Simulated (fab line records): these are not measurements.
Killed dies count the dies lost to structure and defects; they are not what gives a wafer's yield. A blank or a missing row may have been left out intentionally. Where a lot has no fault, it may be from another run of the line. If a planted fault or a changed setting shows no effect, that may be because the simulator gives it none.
fab line records    flow sfq-line
record: lots: 5  wafers: 15  last-day: 86
route steps=325 shown M5@198 A5B@209
lots that met no fault: taken from a fault-free run of the same line
start-h: start of the lot's first displayed wafer, in hours after the record's first day    wait-h: hours since the lot's step before    " the same as in the row above    L1.1+2: several wafers, shown together as one row    - no value present, or no start provided    * or withheld: withheld    < > ~ a bound
route shown NAME@n: names a module that has steps shown in the file, with the first one's number in the route    usual: average and standard deviation across the fault-free wafers    same: alike in all rows    chamber/n: place in a boat    sites: readings site by site    _std_site: their standard deviation    _edge_site: outer sites' mean less inner sites'    radius-mm: how far each site lies from the wafer's centre    mask NAME#n: copy n    behind: the most recent tool/chamber to have shaped the wafer    hold: what put the lot on hold/how long, in hours/how the hold closed    device: transistor that didn't switch, given as n, p or np    end of line: the tests these same wafers got at the end of their route    where a step has no rows: the recipe by itself    killed: at the first sort, the dies lost to defects and structure; wafer yield is something else    map: per-die view of a wafer (x killed, . not killed, _ where there is no die)
set.NAME: the run value of the setting; set.NAME@STEP: its run value at that earlier step    model.NAME: the simulator's own value behind a step, which no gauge read
a table for each step, a row for each wafer; lots at some steps of the route
services: when a tool's chamber went out of use (start-h, in hours from the record's first day, below 0 if earlier), for how many hours, and the reason
== steps ==
step: SFQ_TRILAYER_M5_LITHO_COAT_128
recipe: resist: BARC  spin-rpm: 3000  resist-thk-nm: 62
step: SFQ_TRILAYER_M5_LITHO_COAT_123
recipe: resist: KrF  spin-rpm: 3000  resist-thk-nm: 600
step: SFQ_TRILAYER_M5_LITHO_SOFTBAKE_127
recipe: temp-c: withheld  time-s: withheld  resist: KrF
step: SFQ_TRILAYER_M5_LITHO_EXPOSE_124
recipe: mask-id: M5  na: 0.6  source-shape: conventional  sigma-outer: 0.65  target-cd-nm: 700  dose-mj: 14.4
step: SFQ_TRILAYER_M5_LITHO_PEB_126
recipe: peb-temp-c: 115  peb-time-s: 60  resist: KrF
step: SFQ_TRILAYER_M5_LITHO_DEVELOP_125
recipe: time-s: 60  resist: KrF
step: SFQ_M5_OVL_MEAS_932
usual: M5_OVL: 2/4.7
lot.wafer  tool        chamber  start-h  wait-h  M5_OVL[nm]
L880.1     overlay-01  -        1406.74  0.1     3
L880.5     "           -        "        "       2
L880.6     "           -        "        "       5
L883.2     overlay-02  -        1441.46  0.1     -2
L883.3     "           -        "        "       -5
L883.5     "           -        "        "       -2
L895.1     overlay-02  -        1575.37  0.1     6
L895.3     "           -        "        "       7
L895.4     "           -        "        "       11
L897.2     overlay-01  -        1586.17  0.1     2
L897.5     "           -        "        "       -2
L897.6     "           -        "        "       5
L898.1     overlay-01  -        1593.37  0.1     5
L898.2     "           -        "        "       4
L898.4     "           -        "        "       0
step: SFQ_TRILAYER_M5_BARC_OPEN_METAL_ETCH_161
recipe: mask-material: PR  chemistry: O2  target-depth-nm: 125  target: BARC  icp-w: 600  bias-w: 80  pressure-mtorr: 10  time-s: 41.7
usual: drypump-motor-current-A: 5.9/0.61  he-backside-leak-sccm: 3.5/0.32  oes-product-au: 0.685/0.0045
lot.wafer  tool          chamber  start-h  wait-h  drypump-motor-current-A  he-backside-leak-sccm  oes-product-au  rf-hours-counter-h
L880.1     rie-metal-04  1        1406.78  0.0     5.8                      3.4                    0.688           54
L880.5     "             0        "        "       4.8                      3.4                    0.684           -
L880.6     "             1        "        "       5.8                      3.4                    0.686           -
L883.2     rie-metal-03  0        1441.49  0.0     6.6                      3.9                    0.682           142
L883.3     "             0        "        "       6.6                      3.8                    0.687           -
L883.5     "             0        "        "       6.6                      3.7                    0.681           -
L895.1     rie-metal-04  0        1575.40  0.0     4.8                      3.3                    0.693           88
L895.3     "             0        "        "       4.8                      6.4                    0.695           -
L895.4     "             1        "        "       5.7                      3.2                    0.691           -
L897.2     rie-metal-04  0        1586.20  0.0     4.8                      3.5                    0.680           89
L897.5     "             1        "        "       5.7                      3.3                    0.690           -
L897.6     "             0        "        "       4.8                      3.4                    0.683           -
L898.1     rie-metal-03  1        1593.40  0.0     6.1                      3.4                    0.679           21
L898.2     "             0        "        "       6.6                      3.4                    0.685           9
L898.4     "             0        "        "       6.6                      3.4                    0.688           -
step: SFQ_TRILAYER_M5_ETCH_METAL_ETCH_126
recipe: target: Nb  stop-on: SiO2  mask-material: PR  over-etch-frac: 0.15  time-s: 203.2  chemistry: Cl2/BCl3  target-depth-nm: 265  icp-w: 600  bias-w: 80  pressure-mtorr: 10
usual: drypump-motor-current-A: 5.9/0.61  he-backside-leak-sccm: 3.5/0.36  oes-product-au: 0.729/0.0052
lot.wafer  tool          chamber  start-h  wait-h  drypump-motor-current-A  he-backside-leak-sccm  oes-product-au  rf-hours-counter-h
L880.1     rie-metal-04  1        1406.84  0.0     5.8                      3.4                    0.722           54
L880.5     "             0        "        "       4.8                      3.3                    0.727           -
L880.6     "             1        "        "       5.8                      3.4                    0.716           -
L883.2     rie-metal-03  0        1441.55  0.0     6.6                      3.5                    0.728           142
L883.3     "             0        "        "       6.6                      3.7                    0.726           -
L883.5     "             0        "        "       6.6                      3.7                    0.727           -
L895.1     rie-metal-04  0        1575.46  0.0     4.8                      3.4                    0.725           88
L895.3     "             0        "        "       4.8                      3.4                    0.723           -
L895.4     "             1        "        "       5.8                      3.4                    0.744           -
L897.2     rie-metal-04  0        1586.26  0.0     4.8                      3.5                    0.729           89
L897.5     "             1        "        "       5.8                      3.0                    0.733           -
L897.6     "             0        "        "       4.8                      3.4                    0.728           -
L898.1     rie-metal-03  1        1593.46  0.0     6.1                      3.6                    0.722           21
L898.2     "             0        "        "       6.6                      3.6                    0.737           9
L898.4     "             0        "        "       6.6                      3.5                    0.738           -
step: SFQ_TRILAYER_M5_STRIP_STRIP_127
recipe: gas: O2  power-w: 200  platen-temp-c: 40  overash-fraction: 0.65  chemistry: O2  pressure-mtorr: 50
usual: drypump-motor-current-A: 5.8/0.62  he-backside-leak-sccm: 3.49/0.26  oes-product-au: 0.998/0.0071  platen-temp-c: 40.00/0.11
lot.wafer  tool          chamber  start-h  wait-h  drypump-motor-current-A  he-backside-leak-sccm  oes-product-au  platen-temp-c  rf-hours-counter-h
L880.1     rie-metal-04  1        1407.03  0.1     5.8                      3.24                   1.003           39.80          55
L880.5     "             0        "        "       4.8                      3.66                   1.004           39.89          -
L880.6     "             1        "        "       5.8                      3.18                   0.991           39.81          -
L883.2     rie-metal-03  0        1441.75  0.1     6.7                      3.58                   1.003           40.16          142
L883.3     "             0        "        "       6.6                      3.66                   0.990           39.96          -
L883.5     "             0        "        "       6.7                      3.63                   1.004           40.16          -
L895.1     rie-metal-04  0        1575.66  0.1     4.8                      3.52                   1.004           40.19          88
L895.3     "             0        "        "       4.8                      3.55                   1.004           40.01          -
L895.4     "             1        "        "       5.8                      3.28                   0.991           40.15          -
L897.2     rie-metal-04  0        1586.46  0.1     4.8                      3.40                   1.003           39.99          90
L897.5     "             1        "        "       5.8                      3.33                   1.005           40.18          -
L897.6     "             0        "        "       4.8                      3.42                   1.008           39.97          -
L898.1     rie-metal-03  1        1593.66  0.1     6.1                      3.64                   0.996           39.95          21
L898.2     "             0        "        "       6.6                      3.45                   0.997           40.07          9
L898.4     "             0        "        "       6.6                      3.50                   0.986           39.98          -
step: SFQ_TRILAYER_M5_STRIP_SOLV_CLEAN_128
recipe: chemistry: NMP  temp-c: 70  time-s: 600
step: SFQ_TRILAYER_A5B_DEP_PECVD_129
recipe: material: SiO2  temp-c: 150  time-s: 133.33  pressure-torr: 2.4  rf-w: 183.3  precursor: SiH4/N2O  target-thk-nm: 600
usual: heater-power-w: 81/11  susceptor-temp-C: 150.01/0.13  throttle-valve-pct: 24.9/1.6
lot.wafer  tool      chamber  start-h  wait-h  heater-power-w  susceptor-temp-C  throttle-valve-pct
L880.1     pecvd-03  2        1407.81  0.0     79              149.91            23.7
L880.5     "         0        "        "       95              150.00            21.8
L880.6     "         1        "        "       77              150.00            23.7
L883.2     pecvd-01  1        1442.52  0.0     71              150.22            24.0
L883.3     "         2        "        "       89              149.94            26.3
L883.5     "         0        "        "       82              149.86            23.8
L895.1     pecvd-03  2        1576.43  0.0     92              150.20            24.1
L895.3     "         1        "        "       67              149.97            24.4
L895.4     "         1        "        "       71              149.98            24.0
L897.2     pecvd-04  0        1587.23  0.0     59              150.01            28.6
L897.5     "         1        "        "       86              149.96            26.1
L897.6     "         2        "        "       76              150.03            26.0
L898.1     pecvd-01  2        1594.43  0.0     100             150.16            26.0
L898.2     "         1        "        "       84              149.95            23.7
L898.4     "         0        "        "       71              149.98            23.9
step: SFQ_TRILAYER_A5B_CMP_CMP_130
recipe: stop-on: Nb  down-force-psi: 3  platen-rpm: 60  target-thk-nm: 340.7
usual: head-pressure-psi: 3.001/0.0061  motor-current-A: 10.4/1.1  retaining-ring-pressure-frac: 1.000/0.0055
lot.wafer  tool    chamber  start-h  wait-h  head-pressure-psi  motor-current-A  retaining-ring-pressure-frac
L880.1     cmp-02  3        1410.10  2.2     3.007              12.8             1.007
L880.6     "       0        "        "       3.007              10.3             1.000
L880.5     "       1        "        "       3.008              10.4             1.005
L883.2     cmp-01  1        1443.11  0.5     2.991              10.3             1.000
L883.3     "       2        "        "       2.998              8.2              1.004
L883.5     "       0        1444.61  2.0     2.998              11.1             0.993
L895.4     cmp-01  2        1586.89  10.4    3.195              8.2              1.002
L895.1     "       3        "        "       3.012              10.1             0.998
L895.3     "       0        "        "       3.010              10.3             0.993
L897.2     cmp-02  0        1592.74  5.5     3.004              9.9              1.005
L897.5     "       3        1594.24  6.9     2.998              12.0             1.000
L897.6     "       0        "        "       2.993              10.1             1.001
L898.1     cmp-02  1        1595.74  1.3     3.000              11.2             1.006
L898.4     "       2        "        "       3.000              10.4             1.005
L898.2     "       3        "        "       3.010              12.1             1.012
step: SFQ_TRILAYER_A5B_METRO_MEASURE_131
usual: thk-nm: 338/4.2
lot.wafer  tool           chamber  start-h  wait-h  thk-nm
L880.1     film-metro-03  -        1411.60  1.0     334
L880.5     "              -        "        "       338
L880.6     "              -        "        "       338
L883.2     film-metro-04  -        1445.81  2.2     333
L883.3     "              -        "        "       341
L883.5     "              -        "        "       337
L895.1     film-metro-03  -        1589.89  2.0     336
L895.3     "              -        "        "       334
L895.4     "              -        "        "       342
L897.2     film-metro-01  -        1595.44  2.2     335
L897.5     "              -        "        "       333
L897.6     "              -        "        "       336
L898.1     film-metro-04  -        1598.24  2.0     340
L898.2     "              -        "        "       340
L898.4     "              -        "        "       340
== services ==
tool           chamber  start-h  hours  kind
rie-metal-03   1        1396.74  3.9    repair
film-metro-04  -        1405.01  0.5    pm
rie-metal-04   -        1413.75  0.3    repair
film-metro-04  -        1420.70  1.6    pm
cmp-02         -        1422.42  4.4    pm
cmp-01         -        1430.03  4.0    pm
film-metro-04  -        1442.14  2.7    pm
pecvd-01       -        1443.85  0.5    repair
film-metro-03  -        1445.27  0.5    pm
cmp-01         -        1477.05  1.5    repair
pecvd-03       -        1478.47  4.0    repair
cmp-01         -        1486.27  0.4    repair
film-metro-04  -        1491.34  1.1    pm
pecvd-01       -        1500.05  2.8    pm
film-metro-03  -        1503.85  0.3    pm
pecvd-03       -        1515.98  5.5    pm
film-metro-01  -        1520.56  0.3    pm
cmp-01         -        1523.21  0.5    repair
rie-metal-04   -        1530.47  1.1    repair
rie-metal-03   0        1532.72  6.4    repair
cmp-01         -        1533.48  30.4   repair
cmp-02         -        1551.70  0.3    repair
film-metro-03  -        1566.42  0.8    pm
cmp-01         -        1573.39  0.2    repair
== key ==
first-sign: step: SFQ_TRILAYER_A5B_CMP_CMP_130  reading: head-pressure-psi  direction: up  sigmas: 32  usual: 3.001  struck: 3.195
effect none on later readings
met-at SFQ_TRILAYER_A5B_CMP_CMP_130
struck-wafers L895.4
onset-between 1443.11 1586.89
fault: kind: process-parameter-drift  tool: cmp-01  chamber: 2  onset-h: 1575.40  steps: SFQ_TRILAYER_A5B_CMP_CMP_130  channel: down-force-psi  offset: 0.19171  shape: step  end-h: 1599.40  acts-in: these-recipes-only  stated: 3
